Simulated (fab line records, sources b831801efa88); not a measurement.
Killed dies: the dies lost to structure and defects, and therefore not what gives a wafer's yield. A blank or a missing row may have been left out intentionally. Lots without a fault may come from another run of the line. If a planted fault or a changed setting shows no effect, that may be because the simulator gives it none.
Which tool is to blame? ; flow gf180mcu ; 42 wafers from 14 lots sampled at 4 of the route's 602 steps

== WHAT EACH GAUGE READ, for each wafer ==
GF_V2_BOW_MEAS_05.
lot;measured;on;V2_BOW (um)
L646;day 19 11:36;film-metro-03;96 105 96
L647;day 19 22:32;film-metro-01;97 95 96
L648;day 20 11:55;film-metro-03;107 104 103
L650;day 21 00:34;film-metro-01;101 103 125
L651;day 21 02:04;film-metro-04;100 96 103
L652;day 21 16:56;film-metro-01;102 102 96
L655;day 22 13:17;film-metro-03;89 94 100
L656;day 23 00:08;film-metro-03;112 104 108
L662;day 24 20:04;film-metro-03;102 100 93
L663;day 25 07:35;film-metro-04;100 117 105
L664;day 25 20:40;film-metro-01;107 112 105
L666;day 26 03:41;film-metro-03;90 80 86
L667;day 26 13:29;film-metro-01;97 80 107
L668;day 26 23:01;film-metro-03;93 102 96

GF_M4_OVL_MEAS_15.
lot;measured;on;M4_OVL (nm)
L646;day 23 15:46;overlay-02;8 1 2
L647;day 24 00:22;overlay-02;-10 6 6
L648;day 24 13:49;overlay-01;3 -2 -1
L650;day 25 00:19;overlay-01;5 7 -7
L651;day 25 01:37;overlay-02;2 8 4
L652;day 25 16:08;overlay-02;-1 -4 -1
L655;day 26 09:01;overlay-02;6 -6 -2
L656;day 26 20:01;overlay-02;1 2 4
L662;day 28 11:50;overlay-02;-3 4 -2
L663;day 28 22:19;overlay-01;-3 -3 -3
L664;day 29 10:23;overlay-01;-12 -7 -6
L666;day 29 15:55;overlay-01;1 -4 -14
L667;day 30 01:51;overlay-02;-9 -2 5
L668;day 30 10:49;overlay-01;3 3 1

== WHICH TOOL RAN EACH LOT (tool, then ch and the chambers of the sampled wafers, then the start) ==
lot;GF_V2_SPUTTER_22;GF_V3_SPUTTER_22
L646;pvd-sputter-03, day 20 13:20;pvd-sputter-04, day 22 16:16
L647;pvd-sputter-02, day 20 23:31;pvd-sputter-02, day 23 01:29
L648;pvd-sputter-02, day 21 12:35;pvd-sputter-02, day 23 14:34
L650;pvd-sputter-03, day 22 00:53;pvd-sputter-04, day 24 01:22
L651;pvd-sputter-02, day 22 02:53;pvd-sputter-04, day 24 03:23
L652;pvd-sputter-03, day 22 17:20;pvd-sputter-02, day 24 17:42
L655;pvd-sputter-04, day 23 12:35;pvd-sputter-01, day 25 11:32
L656;pvd-sputter-02, day 23 23:29;pvd-sputter-01, day 25 22:19
L662;pvd-sputter-02, day 25 18:41;pvd-sputter-04, day 27 15:29
L663;pvd-sputter-04, day 26 05:29;pvd-sputter-04, day 28 01:34
L664;pvd-sputter-02, day 26 18:56;pvd-sputter-02, day 28 14:02
L666;pvd-sputter-04, day 27 01:08;pvd-sputter-02, day 28 19:40
L667;pvd-sputter-02, day 27 11:35;pvd-sputter-02, day 29 06:10
L668;pvd-sputter-04, day 27 20:50;pvd-sputter-01, day 29 15:07
- GF_V2_SPUTTER_22: material TiN, target thk 10 nm, time 40 s.
- GF_V3_SPUTTER_22: material TiN, target thk 10 nm, time 40 s.

== WHAT THE TOOLS THEMSELVES READ (means of the sampled wafers that have a number; where no wafer has one, the mark that the record gives instead) ==
GF_V2_SPUTTER_22.
lot;tool;cathode-dc-power-W (W);throttle-valve-pct (%)
L646;pvd-sputter-03;4061.6;30.4
L647;pvd-sputter-02;4060.8;29.8
L648;pvd-sputter-02;4059.9;29.9
L650;pvd-sputter-03;4060.8;30.5
L651;pvd-sputter-02;4060.7;29.9
L652;pvd-sputter-03;4060.8;30.5
L655;pvd-sputter-04;4060.8;30.4
L656;pvd-sputter-02;4061.2;29.0
L662;pvd-sputter-02;4060.6;29.3
L663;pvd-sputter-04;4060.7;29.7
L664;pvd-sputter-02;4060.5;29.8
L666;pvd-sputter-04;4062.0;30.3
L667;pvd-sputter-02;4061.1;29.2
L668;pvd-sputter-04;4061.0;30.2

GF_V3_SPUTTER_22.
lot;tool;cathode-dc-power-W (W);throttle-valve-pct (%)
L646;pvd-sputter-04;4000.0;29.7
L647;pvd-sputter-02;3999.8;29.7
L648;pvd-sputter-02;3999.6;28.5
L650;pvd-sputter-04;3999.9;30.0
L651;pvd-sputter-04;3999.4;30.6
L652;pvd-sputter-02;3999.4;30.0
L655;pvd-sputter-01;4400.9;29.9
L656;pvd-sputter-01;4400.8;29.9
L662;pvd-sputter-04;3999.5;29.7
L663;pvd-sputter-04;4000.7;30.4
L664;pvd-sputter-02;4000.3;28.5
L666;pvd-sputter-02;4000.2;28.6
L667;pvd-sputter-02;3999.5;29.8
L668;pvd-sputter-01;3999.6;29.9

== THE ANSWER, worked out from the rows above alone ==
Rule: usual is defined by the lots themselves. The widest of any qualifying gaps counts: lots, ordered by their means at a reading, are off when they make up no more than a third of the lots, leave a main group of 4 or more, and stand apart from it by 3 or more times the standard deviation of that group's means. A main group whose means are all the same, to the digits that the tables above print for the reading, isn't used. Also off: a lot with no number at a reading for which 4 or more lots have one. The other lots that the step has rows for count as sound. The gauges are gone through in route order, then the tools' own readings, and for those a lot's mean is taken as printed above. The first step at which some lot is off is used, and at that step the reading that is off furthest; a lot without a number counts as furthest.
Off, at GF_V3_SPUTTER_22 on cathode-dc-power-W: L655, L656. Mean 3999.8 W and standard deviation 0.39 in the main group.
A tool fits if, at that step or a process step before it, it ran every lot that is off, and no sound lot after the first of them. Of those tried, none fits.

== WHAT WAS PUT IN BY THE SIMULATOR ==
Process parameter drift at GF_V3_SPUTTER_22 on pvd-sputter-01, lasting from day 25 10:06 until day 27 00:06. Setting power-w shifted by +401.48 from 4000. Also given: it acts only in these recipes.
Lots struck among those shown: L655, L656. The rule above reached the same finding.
